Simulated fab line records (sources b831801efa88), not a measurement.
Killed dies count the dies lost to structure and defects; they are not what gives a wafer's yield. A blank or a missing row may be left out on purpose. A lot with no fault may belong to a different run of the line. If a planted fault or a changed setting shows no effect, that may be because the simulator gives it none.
fab line records	flow sky130	part 1 of 2: steps 1 to 28 of 41
record lots=5	wafers=15	lastDay=46
route steps=708 shown POLY_GATE@230 LDD_N@237 LDD_P@255 LDD_HVN@267
lots that met no fault: taken from a fault-free run of the same line
startH: hours from the record's opening day to when the first of the lot's shown wafers began	waitH: hours from the lot's prior step to this one	" as in the row above	L1.1+2: one row covering several wafers at once	- no value present, or no start provided	* or withheld: withheld	< > ~ a bound
route shown NAME@n: a module of which the file shows steps, and the number in the route of the first	usual: average and standard deviation across the fault-free wafers	same: alike in all rows	chamber/n: place in a boat	sites: the reading at each site	_std_site: standard deviation across them	_edge_site: mean of outer sites minus mean of inner sites	radiusMm: how far each site lies from the wafer's centre	mask NAME#n: copy n	behind: the tool/chamber that last shaped the wafer	hold: what put the lot on hold/how long, in hours/how the hold closed	device: the transistor (n, p or np) that didn't switch	end of line: tests run on the same wafers once the route is complete	for a step that has no rows: nothing shown but its recipe	killed: not the wafer's yield, but the dies lost to structure and defects at the first sort	map: dies across one wafer; x = killed, . = not, _ = none there
set.NAME: setting as actually run; set.NAME@STEP: the setting as run at that earlier step	model.NAME: the simulator's own value behind a step, which no gauge read
lots at selected steps of the route; one table per step, one row per wafer
services: a tool's chamber out of use, with start hour (startH, from the record's first day; less than 0 if before it), hours out, and reason
## steps
# step SKY_POLY_GATE_ETCH_16
# recipe stopOn=poly-Si	chemistry=CH3F/O2	target=Si3N4	sourceW=400	biasW=80	pressureMtorr=25	ch3fFlowSccm=40	O2_flow_sccm=30	timeS=147.5	targetDepthA=750
# usual ch3fFlowSccm=40.00/0.12	drypumpMotorCurrentA=5.7/0.75	oesProductAu=0.640/0.0045	throttleValvePct=10.534/0.0092
# same timeS=147.5
lot.wafer	tool	chamber	startH	waitH	ch3fFlowSccm	drypumpMotorCurrentA	oesProductAu	rfHoursCounterH	throttleValvePct
L075.2	rieDiel-02	0	311.53	0.0	40.04	6.7	0.638	99	10.529
L075.4	"	1	"	"	39.96	5.2	0.637	94	10.541
L075.5	"	3	"	"	40.16	6.7	0.633	-	10.523
L078.1	rieDiel-03	2	340.38	0.0	39.82	4.8	0.638	3	10.529
L078.3	"	1	"	"	40.07	5.4	0.635	104	10.529
L078.6	"	2	"	"	39.84	4.8	0.639	-	10.520
L081.1	rieDiel-01	2	364.90	0.0	39.96	6.5	0.638	40	10.540
L081.3	"	0	"	"	39.92	5.3	0.643	14	10.542
L081.5	"	1	"	"	39.94	6.2	0.638	-	10.525
L083.1	rieDiel-02	0	379.70	0.0	39.94	6.7	0.632	100	10.527
L083.3	"	1	"	"	39.99	5.2	0.641	95	10.526
L083.6	"	1	"	"	39.84	5.2	0.644	-	10.545
L088.2	rieDiel-02	3	405.50	0.0	39.87	6.7	0.630	93	10.525
L088.3	"	2	"	"	40.11	6.5	0.640	1	10.550
L088.5	"	2	"	"	40.09	6.5	0.642	-	10.538
# step SKY_POLY_GATE_ETCH_17
# recipe targetDepthNm=180	stopOn=SiO2	overEtchFrac=0.56667	chemistry=HBr/Cl2	target=poly-Si	icpW=400	biasW=100	pressureMtorr=10	HBr_flow_sccm=150	Cl2_flow_sccm=50	timeS=70.5
# usual drypumpMotorCurrentA=5.6/0.35	oesProductAu=0.988/0.0072	throttleValvePct=33.684/0.009
# same overEtchFrac=0.56667	timeS=70.5
lot.wafer	tool	chamber	startH	waitH	drypumpMotorCurrentA	oesProductAu	rfHoursCounterH	throttleValvePct
L075.2	rieSi-01	2	311.63	0.0	5.8	1.007	92	33.681
L075.4	"	0	"	"	6.0	0.991	4	33.674
L075.5	"	0	"	"	6.0	0.998	-	33.669
L078.1	rieSi-01	1	340.48	0.0	5.4	0.991	90	33.681
L078.3	"	0	"	"	6.0	0.991	5	33.674
L078.6	"	1	"	"	5.4	0.991	-	33.682
L081.1	rieSi-02	1	365.00	0.0	5.7	0.996	5	33.684
L081.3	"	0	"	"	5.7	0.991	4	33.675
L081.5	"	0	"	"	5.7	1.002	-	33.688
L083.1	rieSi-01	2	379.80	0.0	5.9	0.984	0	33.703
L083.3	"	3	"	"	4.9	0.986	71	33.689
L083.6	"	2	"	"	5.9	0.987	-	33.690
L088.2	rieSi-01	1	405.59	0.0	5.4	0.992	0	33.698
L088.3	"	2	"	"	5.8	0.991	0	33.673
L088.5	"	2	"	"	5.9	0.987	-	33.677
# step SKY_POLY_GATE_STRIP_18
# recipe chemistry=O2/N2	powerW=1400	pressureMtorr=1500	platenTempC=withheld	o2FlowSccm=3000	n2FlowSccm=300	overashFraction=0.5
# usual drypumpMotorCurrentA=5.89/0.18	oesProductAu=0.361/0.0046	stripTimeToEndpointS=3.18/0.04
lot.wafer	tool	chamber	startH	waitH	drypumpMotorCurrentA	oesProductAu	rfHoursCounterH	stripTimeToEndpointS
L075.2	plasmaAsher-03	1	311.68	0.0	6.17	0.357	47	3.13
L075.4	"	0	"	"	5.84	0.362	-	3.11
L075.5	"	1	"	"	6.17	0.358	-	3.09
L078.1	plasmaAsher-02	0	340.53	0.0	5.95	0.361	64	3.26
L078.3	"	0	"	"	5.97	0.370	-	3.24
L078.6	"	0	"	"	5.98	0.362	-	3.24
L081.1	plasmaAsher-02	1	365.06	0.0	5.98	0.361	67	3.13
L081.3	"	1	"	"	5.98	0.362	-	3.18
L081.5	"	1	"	"	5.95	0.363	-	3.16
L083.1	plasmaAsher-03	1	379.86	0.0	6.17	0.363	54	3.18
L083.3	"	0	"	"	5.82	0.357	-	3.18
L083.6	"	0	"	"	5.84	0.359	-	3.12
L088.2	plasmaAsher-04	0	405.65	0.0	5.56	0.358	73	3.12
L088.3	"	0	"	"	5.56	0.353	-	3.17
L088.5	"	1	"	"	5.91	0.361	-	3.15
# step SKY_POLY_GATE_CLEAN_19
# recipe chemistry=SC1/SC2	mix=1:4:20	tempC=70	timeS=150	dry=n2Spin
# same timeS=150
lot.wafer	tool	chamber	startH	waitH
L075.2+4+5	wetBench-04	2	311.78	0.1
L078.1+3+6	wetBench-04	3	340.63	0.1
L081.1+3+5	wetBench-02	0	365.16	0.1
L083.1+3+6	wetBench-02	1	379.96	0.1
L088.2+3+5	wetBench-03	1	405.75	0.1
# step SKY_POLY_GATE_OXIDATION_20
# recipe tempC=850	ambient=O2	stabiliseS=600	purgeS=300	targetThkA=40	oxTimeS=899
lot.wafer	tool	chamber	startH	waitH
L075.2+4+5	furnace-01	0	313.50	1.7
L078.1+3+6	furnace-01	0	341.29	0.6
L081.1+3+5	furnace-01	0	366.63	1.4
L083.1+3+6	furnace-02	0	380.74	0.7
L088.2+3+5	furnace-02	0	406.63	0.8
# step SKY_POLY_GATE_THK_MEAS_21
# recipe reads=SiO2_of_POLY_GATE_OXIDATION_20
# usual POLY_GATE_OXIDATION_THK=4.01/0.086
lot.wafer	tool	chamber	startH	waitH	POLY_GATE_OXIDATION_THK[nm]
L075.2	filmMetro-02	-	314.76	0.0	4.12
L075.4	"	-	"	"	4.02
L075.5	"	-	"	"	4.04
L078.1	filmMetro-01	-	342.54	0.0	4.00
L078.3	"	-	"	"	3.98
L078.6	"	-	"	"	3.95
L081.1	filmMetro-02	-	367.88	0.0	3.96
L081.3	"	-	"	"	4.04
L081.5	"	-	"	"	3.97
L083.1	filmMetro-02	-	381.99	0.0	3.93
L083.3	"	-	"	"	3.94
L083.6	"	-	"	"	3.76
L088.2	filmMetro-01	-	407.89	0.0	4.11
L088.3	"	-	"	"	4.13
L088.5	"	-	"	"	4.17
# step SKY_POLY_GATE_CD_MEAS_22
# usual cdNm=150.1/1.8
lot.wafer	tool	chamber	startH	waitH	cdNm
L075.2	cdSem-01	-	314.84	0.1	151.9
L075.4	"	-	"	"	147.7
L075.5	"	-	"	"	150.3
L078.1	cdSem-01	-	342.60	0.1	148.0
L078.3	"	-	"	"	148.2
L078.6	"	-	"	"	151.5
L081.1	cdSem-01	-	367.94	0.1	150.1
L081.3	"	-	"	"	153.1
L081.5	"	-	"	"	150.5
L083.1	cdSem-01	-	382.05	0.1	150.1
L083.3	"	-	"	"	150.4
L083.6	"	-	"	"	150.3
L088.2	cdSem-01	-	407.97	0.1	150.9
L088.3	"	-	"	"	150.2
L088.5	"	-	"	"	149.7
# step SKY_LDD_N_DEHYDRATE_00
# recipe tempC=200	timeS=60
# same timeS=60
lot.wafer	tool	chamber	startH	waitH
L075.2+4+5	lithoTrack-03	0	326.41	11.5
L078.1+3+6	lithoTrack-03	0	355.94	13.3
L081.1+3+5	lithoTrack-03	0	381.64	13.7
L083.1+3+6	lithoTrack-02	0	395.04	13.0
L088.2+3+5	lithoTrack-04	0	421.08	13.1
# step SKY_LDD_N_HMDS_01
# recipe primeTimeS=60	primeTempC=120
lot.wafer	tool	chamber	startH	waitH
L075.2+4+5	lithoTrack-03	0	326.56	0.1
L078.1+3+6	lithoTrack-03	0	356.09	0.1
L081.1+3+5	lithoTrack-03	0	381.79	0.1
L083.1+3+6	lithoTrack-02	0	395.19	0.1
L088.2+3+5	lithoTrack-04	0	421.23	0.1
# step SKY_LDD_N_COAT_02
# recipe resist=NOVOLAK	spinRpm=3000	resistThkNm=300
lot.wafer	tool	chamber	startH	waitH
L075.2+4+5	lithoTrack-03	0	326.71	0.1
L078.1+3+6	lithoTrack-03	0	356.24	0.1
L081.1+3+5	lithoTrack-03	0	381.94	0.1
L083.1+3+6	lithoTrack-02	0	395.34	0.1
L088.2+3+5	lithoTrack-04	0	421.38	0.1
# step SKY_LDD_N_SOFTBAKE_03
# recipe tempC=90	timeS=60	resist=NOVOLAK
# same timeS=60
lot.wafer	tool	chamber	startH	waitH
L075.2+4+5	lithoTrack-03	0	326.86	0.1
L078.1+3+6	lithoTrack-03	0	356.39	0.1
L081.1+3+5	lithoTrack-03	0	382.09	0.1
L083.1+3+6	lithoTrack-02	0	395.49	0.1
L088.2+3+5	lithoTrack-04	0	421.53	0.1
# step SKY_LDD_N_EXPOSE_04
# recipe maskId=NTM	targetCdNm=840	na=0.6	sourceShape=conventional	sigmaOuter=0.6	doseMj=110
lot.wafer	tool	chamber	startH	waitH	mask
L075.2+4+5	ilineStepper-01	0	-	-	NTM#0
L078.1+3+6	ilineStepper-02	0	-	-	NTM#0
L081.1+3+5	ilineStepper-02	0	-	-	NTM#0
L083.1+3+6	ilineStepper-02	0	-	-	NTM#0
L088.2+3+5	ilineStepper-01	0	-	-	NTM#0
# step SKY_LDD_N_PEB_05
# recipe tempC=withheld	timeS=*	resist=NOVOLAK
# same timeS=*
lot.wafer	tool	chamber	startH	waitH
L075.2+4+5	lithoTrack-02	0	-	-
L078.1+3+6	lithoTrack-02	0	-	-
L081.1+3+5	lithoTrack-04	0	-	-
L083.1+3+6	lithoTrack-03	0	-	-
L088.2+3+5	lithoTrack-02	0	-	-
# step SKY_LDD_N_DEVELOP_06
# recipe developTimeS=60	devTempC=23
lot.wafer	tool	chamber	startH	waitH
L075.2+4+5	lithoTrack-02	0	339.31	0.1
L078.1+3+6	lithoTrack-02	0	369.74	0.1
L081.1+3+5	lithoTrack-04	0	395.66	0.1
L083.1+3+6	lithoTrack-03	0	410.24	0.1
L088.2+3+5	lithoTrack-02	0	436.36	0.1
# step SKY_LDD_N_OVL_MEAS_07
# usual LDD_N_OVL=-1.1/1.4
lot.wafer	tool	chamber	startH	waitH	LDD_N_OVL[nm]
L075.2	overlay-01	-	339.44	0.1	0.8
L075.4	"	-	"	"	0.9
L075.5	"	-	"	"	0.7
L078.1	overlay-01	-	369.89	0.1	-3.0
L078.3	"	-	"	"	-0.2
L078.6	"	-	"	"	-1.1
L081.1	overlay-01	-	395.81	0.1	-0.9
L081.3	"	-	"	"	-1.8
L081.5	"	-	"	"	1.1
L083.1	overlay-01	-	410.39	0.1	-1.6
L083.3	"	-	"	"	-4.4
L083.6	"	-	"	"	-3.5
L088.2	overlay-01	-	436.49	0.1	-1.0
L088.3	"	-	"	"	-1.8
L088.5	"	-	"	"	-3.5
# step SKY_LDD_N_IMPLANT_08
# recipe species=As	energyKev=20	doseCm2=7.5e+13	tiltDeg=withheld	rotationDeg=23
# usual endStationPressureTorr=5.3e-06/3e-07
lot.wafer	tool	chamber	startH	waitH	endStationPressureTorr
L075.2	implanter-02	0	339.50	0.0	5.4e-06
L075.4	"	0	"	"	5.4e-06
L075.5	"	0	"	"	4.8e-06
L078.1	implanter-02	0	369.92	0.0	5.4e-06
L078.3	"	0	"	"	5.7e-06
L078.6	"	0	"	"	4.8e-06
L081.1	implanter-03	0	395.84	0.0	5.8e-06
L081.3	"	0	"	"	5.7e-06
L081.5	"	0	"	"	5.6e-06
L083.1	implanter-04	0	410.42	0.0	5.3e-06
L083.3	"	0	"	"	5.6e-06
L083.6	"	0	"	"	5.6e-06
L088.2	implanter-03	0	436.55	0.0	5.1e-06
L088.3	"	0	"	"	5e-06
L088.5	"	0	"	"	5.5e-06
# step SKY_LDD_N_IMPLANT_09
# recipe species=As	energyKev=20	doseCm2=7.5e+13	tiltDeg=withheld	rotationDeg=113
# usual endStationPressureTorr=5.3e-06/3e-07
lot.wafer	tool	chamber	startH	waitH	endStationPressureTorr
L075.2	implanter-02	0	339.65	0.1	5.3e-06
L075.4	"	0	"	"	5e-06
L075.5	"	0	"	"	5e-06
L078.1	implanter-02	0	370.07	0.1	5.5e-06
L078.3	"	0	"	"	5.5e-06
L078.6	"	0	"	"	5.4e-06
L081.1	implanter-03	0	395.99	0.1	5.2e-06
L081.3	"	0	"	"	5.4e-06
L081.5	"	0	"	"	4.9e-06
L083.1	implanter-04	0	410.57	0.1	5.1e-06
L083.3	"	0	"	"	5.2e-06
L083.6	"	0	"	"	5.7e-06
L088.2	implanter-03	0	436.70	0.1	5.4e-06
L088.3	"	0	"	"	5.3e-06
L088.5	"	0	"	"	5.6e-06
# step SKY_LDD_N_IMPLANT_10
# recipe species=As	energyKev=20	doseCm2=7.5e+13	tiltDeg=withheld	rotationDeg=203
# usual endStationPressureTorr=5.3e-06/3.2e-07
lot.wafer	tool	chamber	startH	waitH	endStationPressureTorr
L075.2	implanter-02	0	339.80	0.1	4.6e-06
L075.4	"	0	"	"	5.5e-06
L075.5	"	0	"	"	5.2e-06
L078.1	implanter-02	0	370.22	0.1	5.5e-06
L078.3	"	0	"	"	5.4e-06
L078.6	"	0	"	"	5.2e-06
L081.1	implanter-03	0	396.14	0.1	5.7e-06
L081.3	"	0	"	"	4.9e-06
L081.5	"	0	"	"	5.4e-06
L083.1	implanter-04	0	410.72	0.1	5.7e-06
L083.3	"	0	"	"	5.7e-06
L083.6	"	0	"	"	5.4e-06
L088.2	implanter-03	0	436.85	0.1	5e-06
L088.3	"	0	"	"	5.8e-06
L088.5	"	0	"	"	5.6e-06
# step SKY_LDD_N_IMPLANT_11
# recipe species=As	energyKev=20	doseCm2=7.5e+13	tiltDeg=withheld	rotationDeg=293
# usual endStationPressureTorr=5.32e-06/2.8e-07
lot.wafer	tool	chamber	startH	waitH	endStationPressureTorr
L075.2	implanter-02	0	339.95	0.1	5.26e-06
L075.4	"	0	"	"	5.18e-06
L075.5	"	0	"	"	5.32e-06
L078.1	implanter-02	0	370.37	0.1	5.36e-06
L078.3	"	0	"	"	4.98e-06
L078.6	"	0	"	"	5.31e-06
L081.1	implanter-03	0	396.29	0.1	4.92e-06
L081.3	"	0	"	"	5.69e-06
L081.5	"	0	"	"	4.57e-06
L083.1	implanter-04	0	410.87	0.1	5.29e-06
L083.3	"	0	"	"	5.57e-06
L083.6	"	0	"	"	5.46e-06
L088.2	implanter-03	0	437.00	0.1	5.35e-06
L088.3	"	0	"	"	5.44e-06
L088.5	"	0	"	"	5.37e-06
# step SKY_LDD_N_IMPLANT_12
# recipe species=BF2	energyKev=50	doseCm2=5e+12	tiltDeg=30	rotationDeg=0
# usual endStationPressureTorr=5.03e-06/2.6e-07
lot.wafer	tool	chamber	startH	waitH	endStationPressureTorr
L075.2	implanter-02	0	340.10	0.1	5.07e-06
L075.4	"	0	"	"	4.91e-06
L075.5	"	0	"	"	5.18e-06
L078.1	implanter-02	0	370.52	0.1	4.78e-06
L078.3	"	0	"	"	5.02e-06
L078.6	"	0	"	"	4.89e-06
L081.1	implanter-03	0	396.44	0.1	5.11e-06
L081.3	"	0	"	"	5.18e-06
L081.5	"	0	"	"	5.08e-06
L083.1	implanter-04	0	411.02	0.1	4.6e-06
L083.3	"	0	"	"	5.14e-06
L083.6	"	0	"	"	4.61e-06
L088.2	implanter-03	0	437.15	0.1	5.24e-06
L088.3	"	0	"	"	5.11e-06
L088.5	"	0	"	"	5.19e-06
# step SKY_LDD_N_IMPLANT_13
# recipe species=BF2	energyKev=50	doseCm2=5e+12	tiltDeg=30	rotationDeg=90
# usual endStationPressureTorr=5.01e-06/2.5e-07
lot.wafer	tool	chamber	startH	waitH	endStationPressureTorr
L075.2	implanter-02	0	340.25	0.1	5.29e-06
L075.4	"	0	"	"	4.63e-06
L075.5	"	0	"	"	4.99e-06
L078.1	implanter-02	0	370.67	0.1	5.21e-06
L078.3	"	0	"	"	4.7e-06
L078.6	"	0	"	"	5.44e-06
L081.1	implanter-03	0	396.59	0.1	5.22e-06
L081.3	"	0	"	"	5.07e-06
L081.5	"	0	"	"	5.17e-06
L083.1	implanter-04	0	411.17	0.1	4.88e-06
L083.3	"	0	"	"	4.74e-06
L083.6	"	0	"	"	5.13e-06
L088.2	implanter-03	0	437.30	0.1	5.14e-06
L088.3	"	0	"	"	5.38e-06
L088.5	"	0	"	"	5.07e-06
# step SKY_LDD_N_IMPLANT_14
# recipe species=BF2	energyKev=50	doseCm2=5e+12	tiltDeg=30	rotationDeg=180
# usual endStationPressureTorr=5.02e-06/2.6e-07
lot.wafer	tool	chamber	startH	waitH	endStationPressureTorr
L075.2	implanter-02	0	340.40	0.1	4.72e-06
L075.4	"	0	"	"	4.56e-06
L075.5	"	0	"	"	5.31e-06
L078.1	implanter-02	0	370.82	0.1	4.91e-06
L078.3	"	0	"	"	4.85e-06
L078.6	"	0	"	"	5.04e-06
L081.1	implanter-03	0	396.74	0.1	4.68e-06
L081.3	"	0	"	"	4.82e-06
L081.5	"	0	"	"	5.08e-06
L083.1	implanter-04	0	411.32	0.1	4.59e-06
L083.3	"	0	"	"	5.19e-06
L083.6	"	0	"	"	5.02e-06
L088.2	implanter-03	0	437.45	0.1	4.85e-06
L088.3	"	0	"	"	4.6e-06
L088.5	"	0	"	"	4.66e-06
# step SKY_LDD_N_IMPLANT_15
# recipe species=BF2	energyKev=50	doseCm2=5e+12	tiltDeg=30	rotationDeg=270
# usual endStationPressureTorr=5.05e-06/2.6e-07
lot.wafer	tool	chamber	startH	waitH	endStationPressureTorr
L075.2	implanter-02	0	340.55	0.1	5.68e-06
L075.4	"	0	"	"	5.06e-06
L075.5	"	0	"	"	4.98e-06
L078.1	implanter-02	0	370.97	0.1	5.07e-06
L078.3	"	0	"	"	5.68e-06
L078.6	"	0	"	"	5.32e-06
L081.1	implanter-03	0	396.89	0.1	4.95e-06
L081.3	"	0	"	"	4.8e-06
L081.5	"	0	"	"	4.94e-06
L083.1	implanter-04	0	411.47	0.1	5.28e-06
L083.3	"	0	"	"	5.09e-06
L083.6	"	0	"	"	5.19e-06
L088.2	implanter-03	0	437.60	0.1	4.93e-06
L088.3	"	0	"	"	4.96e-06
L088.5	"	0	"	"	5.26e-06
# step SKY_LDD_N_STRIP_16
# recipe chemistry=O2/N2	powerW=1400	pressureMtorr=1500	platenTempC=withheld	o2FlowSccm=3000	n2FlowSccm=300	overashFraction=0.5
# usual drypumpMotorCurrentA=5.80/0.27	oesProductAu=0.406/0.0049	stripTimeToEndpointS=4.313/0.015
lot.wafer	tool	chamber	startH	waitH	drypumpMotorCurrentA	oesProductAu	rfHoursCounterH	stripTimeToEndpointS
L075.2	plasmaAsher-04	0	340.67	0.1	5.55	0.410	66	4.301
L075.4	"	0	"	"	5.57	0.403	-	4.322
L075.5	"	1	"	"	5.92	0.405	-	4.296
L078.1	plasmaAsher-04	0	371.12	0.1	5.56	0.398	69	4.308
L078.3	"	0	"	"	5.56	0.408	-	4.310
L078.6	"	1	"	"	5.90	0.405	-	4.306
L081.1	plasmaAsher-04	1	397.04	0.1	5.93	0.408	72	4.298
L081.3	"	1	"	"	5.89	0.401	-	4.319
L081.5	"	1	"	"	5.93	0.405	-	4.294
L083.1	plasmaAsher-04	1	411.62	0.1	5.89	0.400	73	4.300
L083.3	"	0	"	"	5.56	0.406	-	4.323
L083.6	"	1	"	"	5.85	0.406	-	4.314
L088.2	plasmaAsher-01	0	437.72	0.1	5.22	0.411	31	4.302
L088.3	"	0	"	"	5.25	0.408	-	4.308
L088.5	"	0	"	"	5.23	0.403	-	4.325
# step SKY_LDD_N_TW_MEAS_17
# usual LDD_N_TW=2574/20
lot.wafer	tool	chamber	startH	waitH	LDD_N_TW
L075.2	filmMetro-01	-	340.78	0.1	2566
L075.4	"	-	"	"	2538
L075.5	"	-	"	"	2565
L078.1	filmMetro-01	-	371.22	0.1	2559
L078.3	"	-	"	"	2561
L078.6	"	-	"	"	2579
L081.1	filmMetro-01	-	397.14	0.1	2560
L081.3	"	-	"	"	2576
L081.5	"	-	"	"	2564
L083.1	filmMetro-04	-	411.72	0.1	2557
L083.3	"	-	"	"	2568
L083.6	"	-	"	"	2553
L088.2	filmMetro-03	-	437.83	0.1	2598
L088.3	"	-	"	"	2601
L088.5	"	-	"	"	2599
# step SKY_LDD_P_DEHYDRATE_00
# recipe tempC=200	timeS=60
# same timeS=60
lot.wafer	tool	chamber	startH	waitH
L075.2+4+5	lithoTrack-03	0	353.76	13.0
L078.1+3+6	lithoTrack-02	0	384.84	13.6
L081.1+3+5	lithoTrack-02	0	411.44	14.3
L083.1+3+6	lithoTrack-03	0	425.49	13.8
L088.2+3+5	lithoTrack-03	0	452.46	14.6
# step SKY_LDD_P_HMDS_01
# recipe primeTimeS=60	primeTempC=120
lot.wafer	tool	chamber	startH	waitH
L075.2+4+5	lithoTrack-03	0	353.91	0.1
L078.1+3+6	lithoTrack-02	0	384.99	0.1
L081.1+3+5	lithoTrack-02	0	411.59	0.1
L083.1+3+6	lithoTrack-03	0	425.64	0.1
L088.2+3+5	lithoTrack-03	0	452.61	0.1
# step SKY_LDD_P_COAT_02
# recipe resist=NOVOLAK	spinRpm=3000	resistThkNm=1140
lot.wafer	tool	chamber	startH	waitH
L075.2+4+5	lithoTrack-03	0	354.06	0.1
L078.1+3+6	lithoTrack-02	0	385.14	0.1
L081.1+3+5	lithoTrack-02	0	411.74	0.1
L083.1+3+6	lithoTrack-03	0	425.79	0.1
L088.2+3+5	lithoTrack-03	0	452.76	0.1
